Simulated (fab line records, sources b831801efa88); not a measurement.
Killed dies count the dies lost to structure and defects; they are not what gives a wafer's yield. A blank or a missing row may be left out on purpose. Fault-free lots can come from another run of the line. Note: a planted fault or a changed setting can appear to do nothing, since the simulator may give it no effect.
Which tool did it?	flow sky130	33 wafers from 11 lots sampled at 4 of the route's 708 steps

## WHAT THE GAUGES READ, wafer by wafer
SKY_VIA4_OVL_MEAS_11. Usual: VIA4_OVL gives -0.5 nm (standard deviation 1.2).
lot	measured	on	VIA4_OVL (nm)	flag
L813	day 42 13:42	overlay-02	3.0 2.3 0.8	
L814	day 43 04:20	overlay-02	-0.7 -2.6 -0.9	
L815	day 43 07:09	overlay-01	-1.4 -2.3 -0.5	
L817	day 43 21:43	overlay-02	0.6 -1.6 0.1	
L818	day 44 06:04	overlay-01	0.0 -0.6 1.0	
L819	day 44 16:49	overlay-01	0.4 -0.6 -0.2	
L825	day 46 20:01	overlay-01	-1.5 -1.4 -1.5	
L827	day 46 22:15	overlay-01	-1.9 -1.7 -0.7	
L832	day 48 06:46	overlay-02	1.0 -0.5 -0.2	
L833	day 48 07:04	overlay-01	-2.6 -2.5 -0.5	
L835	day 48 12:13	overlay-01	1.4 -0.8 -0.1	

## WHAT TOOL EACH LOT RAN ON (gives the tool, then ch and the chambers of the sampled wafers, and finally the start)
lot	SKY_METAL4_SPUTTER_02	SKY_METAL4_SPUTTER_04	SKY_METAL4_METAL_ETCH_18
L813	pvd sputter-01, day 39 12:43	pvd sputter-01, day 39 12:46	rie metal-04 ch 0,1, day 41 13:55
L814	pvd sputter-01, day 40 02:31	pvd sputter-01, day 40 02:35	rie metal-04 ch 0, day 42 02:42
L815	pvd sputter-03, day 40 07:12	pvd sputter-03, day 40 07:16	rie metal-04 ch 0,1, day 42 06:23
L817	pvd sputter-02, day 40 21:23	pvd sputter-02, day 40 21:26	rie metal-01 ch 0,1, day 42 21:33
L818	pvd sputter-03, day 41 06:29	pvd sputter-03, day 41 06:32	rie metal-01 ch 0,1, day 43 06:48
L819	pvd sputter-02, day 41 18:31	pvd sputter-02, day 41 18:34	rie metal-01 ch 0,1, day 43 18:01
L825	pvd sputter-02, day 44 01:32	pvd sputter-02, day 44 01:36	rie metal-01 ch 1, day 45 22:01
L827	pvd sputter-01, day 44 07:05	pvd sputter-01, day 44 07:09	rie metal-01 ch 0,1, day 46 01:25
L832	pvd sputter-01, day 45 16:23	pvd sputter-01, day 45 16:26	rie metal-04 ch 0,1, day 47 10:22
L833	pvd sputter-01, day 45 17:58	pvd sputter-01, day 45 18:01	rie metal-01 ch 0,1, day 47 10:28
L835	pvd sputter-03, day 45 23:22	pvd sputter-03, day 45 23:26	rie metal-02 ch 0,1, day 47 16:16
- SKY_METAL4_SPUTTER_02: material AlCu, target thk 735 nm, time 39.1 s.
- SKY_METAL4_SPUTTER_04: material TiN, target thk 70 nm, time 58.3 s.
- SKY_METAL4_METAL_ETCH_18: etches the open film in Cl2/BCl3, stops on SiO2, target depth 845 nm, time 183.1 s.

## AS READ BY THE TOOLS THEMSELVES (means over the sampled wafers that have a number; for cases with no such wafer, the mark the record gives instead)
SKY_METAL4_SPUTTER_02. Usual: 29.4 % for throttle valve pct, sd 0.76.
lot	tool	throttle valve pct (%)	flag
L813	pvd sputter-01	29.9	
L814	pvd sputter-01	30.2	
L815	pvd sputter-03	29.4	
L817	pvd sputter-02	28.6	
L818	pvd sputter-03	29.6	
L819	pvd sputter-02	29.7	
L825	pvd sputter-02	29.0	
L827	pvd sputter-01	29.1	
L832	pvd sputter-01	29.0	
L833	pvd sputter-01	29.5	
L835	pvd sputter-03	29.5	

SKY_METAL4_SPUTTER_04. Usual: 29.4 % for throttle valve pct, sd 0.78.
lot	tool	throttle valve pct (%)	flag
L813	pvd sputter-01	30.1	
L814	pvd sputter-01	30.1	
L815	pvd sputter-03	29.6	
L817	pvd sputter-02	28.7	
L818	pvd sputter-03	29.3	
L819	pvd sputter-02	29.8	
L825	pvd sputter-02	28.9	
L827	pvd sputter-01	28.9	
L832	pvd sputter-01	28.9	
L833	pvd sputter-01	29.8	
L835	pvd sputter-03	29.4	

SKY_METAL4_METAL_ETCH_18. Usual: drypump motor current A 5.7 A, standard deviation 0.48; oes product au 0.866 a.u., standard deviation 0.0064; throttle valve pct 22.263 %, standard deviation 0.0086.
lot	tool	drypump motor current A (A)	oes product au (a.u.)	throttle valve pct (%)	flag
L813	rie metal-04	5.9	0.865	22.261	
L814	rie metal-04	5.8	0.862	22.262	
L815	rie metal-04	5.9	0.872	22.260	
L817	rie metal-01	5.8	0.870	22.261	
L818	rie metal-01	6.1	0.869	22.261	
L819	rie metal-01	5.8	0.870	22.262	
L825	rie metal-01	5.5	0.851	22.263	
L827	rie metal-01	6.1	0.864	22.257	
L832	rie metal-04	5.9	0.857	22.258	
L833	rie metal-01	5.8	0.861	22.258	
L835	rie metal-02	5.2	0.859	22.268	

## THE ANSWER, worked out from the rows above alone
Rule: a lot is off if the mean of its wafers that have a number lies more than 3 standard deviations from the usual mean. Also off: a lot with no number at a reading for which 4 or more lots have one. Any other lot the step has rows for is counted as sound. First the gauges in route order, then the tools' own readings, where a lot's mean is used as printed above. At the first step where some lot is off, the reading lying furthest off is the one used; lots without a number count as furthest.
No lot is off at any reading shown: from this, nothing can be told.

## WHAT THE SIMULATOR HAD INSERTED
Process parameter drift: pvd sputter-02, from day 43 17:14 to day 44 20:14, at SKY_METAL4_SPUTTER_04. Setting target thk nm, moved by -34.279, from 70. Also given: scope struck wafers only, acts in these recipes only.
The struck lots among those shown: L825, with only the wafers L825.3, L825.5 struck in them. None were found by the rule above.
